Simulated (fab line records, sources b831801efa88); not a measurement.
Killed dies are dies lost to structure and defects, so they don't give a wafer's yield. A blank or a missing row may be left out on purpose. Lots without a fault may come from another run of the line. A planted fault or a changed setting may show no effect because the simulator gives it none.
Which tool did it? | flow sky130 | 13 lots, 39 wafers sampled, at 4 steps of a route of 708

WHAT THE GAUGES READ, wafer by wafer
SKY_SD_N_TW_MEAS_12.
lot  | measured     | on            | SD_N_TW
L341 | day 28 04:05 | film_metro-03 | 3948 3952 3929
L342 | day 29 03:52 | film_metro-02 | 4044 3990 4011
L344 | day 29 12:13 | film_metro-03 | 3936 3948 3972
L346 | day 29 16:51 | film_metro-02 | 3998 4013 4017
L347 | day 30 10:58 | film_metro-03 | 3946 3927 3959
L354 | day 32 11:30 | film_metro-02 | 4012 3999 4042
L356 | day 32 23:34 | film_metro-03 | 3964 3925 3948
L358 | day 33 15:01 | film_metro-03 | 3956 3969 3968
L359 | day 33 23:37 | film_metro-02 | 4013 4024 4014
L360 | day 34 07:24 | film_metro-01 | 3991 3997 4008
L361 | day 34 08:37 | film_metro-02 | 4022 4011 4036
L363 | day 34 20:41 | film_metro-02 | 4023 4030 4024
L364 | day 35 09:38 | film_metro-03 | 3970 3990 3973

SKY_METAL1_THK_MEAS_06: measures by xrf.
lot  | measured     | on            | METAL1_ALCU_THK (nm)
L341 | day 31 20:37 | film_metro-01 | 242.6 245.9 248.6
L342 | day 32 19:22 | film_metro-01 | 246.7 245.5 243.9
L344 | day 33 05:58 | film_metro-04 | 245.3 245.9 245.0
L346 | day 33 08:24 | film_metro-01 | 246.4 244.9 246.1
L347 | day 34 01:19 | film_metro-04 | 247.9 247.2 249.7
L354 | day 36 00:31 | film_metro-04 | 243.1 243.9 243.8
L356 | day 36 12:49 | film_metro-04 | 245.8 242.0 242.4
L358 | day 37 03:50 | film_metro-04 | 248.5 248.8 247.6
L359 | day 37 12:35 | film_metro-04 | 248.8 249.6 248.5
L360 | day 37 20:07 | film_metro-04 | 246.5 243.1 246.1
L361 | day 37 21:09 | film_metro-03 | 251.4 249.2 253.3
L363 | day 38 08:10 | film_metro-01 | 244.2 243.1 245.3
L364 | day 38 19:58 | film_metro-03 | 242.0 244.5 247.6

WHICH TOOL RAN EACH LOT (tool, then ch and the chambers of the sampled wafers, then the start)
lot  | SKY_PWDE_DEVELOP_06              | SKY_METAL1_SPUTTER_00
L341 | litho_track-01 ch 0, day 3 18:00 | pvd_sputter-01, day 31 20:21
L342 | litho_track-01 ch 0, day 4 02:00 | pvd_sputter-01, day 32 19:05
L344 | litho_track-01 ch 0, day 4 14:00 | pvd_sputter-03, day 33 05:42
L346 | litho_track-01 ch 0, day 5 00:00 | pvd_sputter-04, day 33 08:08
L347 | litho_track-04 ch 0, day 5 09:00 | pvd_sputter-01, day 34 01:02
L354 | litho_track-04 ch 0, day 7 01:00 | pvd_sputter-03, day 36 00:14
L356 | litho_track-01 ch 0, day 7 08:00 | pvd_sputter-01, day 36 12:33
L358 | litho_track-04 ch 0, day 7 20:00 | pvd_sputter-04, day 37 03:35
L359 | litho_track-01 ch 0, day 7 23:00 | pvd_sputter-04, day 37 12:17
L360 | litho_track-04 ch 0, day 8 07:00 | pvd_sputter-01, day 37 19:51
L361 | litho_track-01 ch 0, day 8 13:00 | pvd_sputter-03, day 37 20:53
L363 | litho_track-01 ch 0, day 8 23:00 | pvd_sputter-04, day 38 07:53
L364 | litho_track-01 ch 0, day 9 04:00 | pvd_sputter-04, day 38 19:42
- SKY_PWDE_DEVELOP_06: develop time 60 s.
- SKY_METAL1_SPUTTER_00: material Ti, target thk 15 nm, time 10 s.

WHAT THE TOOLS THEMSELVES READ (means of the sampled wafers that have a number; where no wafer has one, the mark that the record gives instead)
SKY_PWDE_DEVELOP_06.
lot  | tool           | developer_temp_C (C) | resist_line_temp_C (C)
L341 | litho_track-01 | 22.96                | 23.05
L342 | litho_track-01 | 22.88                | 23.05
L344 | litho_track-01 | 23.96                | 23.00
L346 | litho_track-01 | 23.81                | 22.93
L347 | litho_track-04 | 22.86                | 22.88
L354 | litho_track-04 | 23.05                | 22.97
L356 | litho_track-01 | 23.07                | 23.00
L358 | litho_track-04 | 23.02                | 22.89
L359 | litho_track-01 | 22.95                | 22.86
L360 | litho_track-04 | 22.99                | 22.86
L361 | litho_track-01 | 23.02                | 23.01
L363 | litho_track-01 | 23.02                | 22.99
L364 | litho_track-01 | 23.09                | 22.98

SKY_METAL1_SPUTTER_00.
lot  | tool           | throttle_valve_pct (%)
L341 | pvd_sputter-01 | 29.8
L342 | pvd_sputter-01 | 30.9
L344 | pvd_sputter-03 | 29.9
L346 | pvd_sputter-04 | 29.8
L347 | pvd_sputter-01 | 30.6
L354 | pvd_sputter-03 | 29.8
L356 | pvd_sputter-01 | 31.2
L358 | pvd_sputter-04 | 30.2
L359 | pvd_sputter-04 | 30.3
L360 | pvd_sputter-01 | 30.0
L361 | pvd_sputter-03 | 29.9
L363 | pvd_sputter-04 | 29.9
L364 | pvd_sputter-04 | 30.6

THE ANSWER, worked out from the rows above alone
Rule: what is usual is taken from the lots themselves. Put in order of their means at a reading, lots are off if they are a third of the lots or fewer, leave a main group of 4 or more, and stand apart from it by a gap of 3 or more times the standard deviation of the main group's means; of several such gaps the widest counts. A main group whose means are all the same, to the digits that the tables above print for the reading, isn't used. A lot without any number at a reading at which 4 lots or more have one is off too. The other lots that the step has rows for count as sound. The gauges are gone through in route order, then the tools' own readings, and for those a lot's mean is taken as printed above. The first step at which some lot is off is used, and at that step the reading that is off furthest; a lot without a number counts as furthest.
Off: L344, L346, at SKY_PWDE_DEVELOP_06 (developer_temp_C). The main group: mean 22.99 C, standard deviation 0.07.
A tool fits if, at that step or a process step before it, it ran every lot that is off, and no sound lot after the first of them. None of those tried fits.

WHAT THE SIMULATOR HAD PUT IN
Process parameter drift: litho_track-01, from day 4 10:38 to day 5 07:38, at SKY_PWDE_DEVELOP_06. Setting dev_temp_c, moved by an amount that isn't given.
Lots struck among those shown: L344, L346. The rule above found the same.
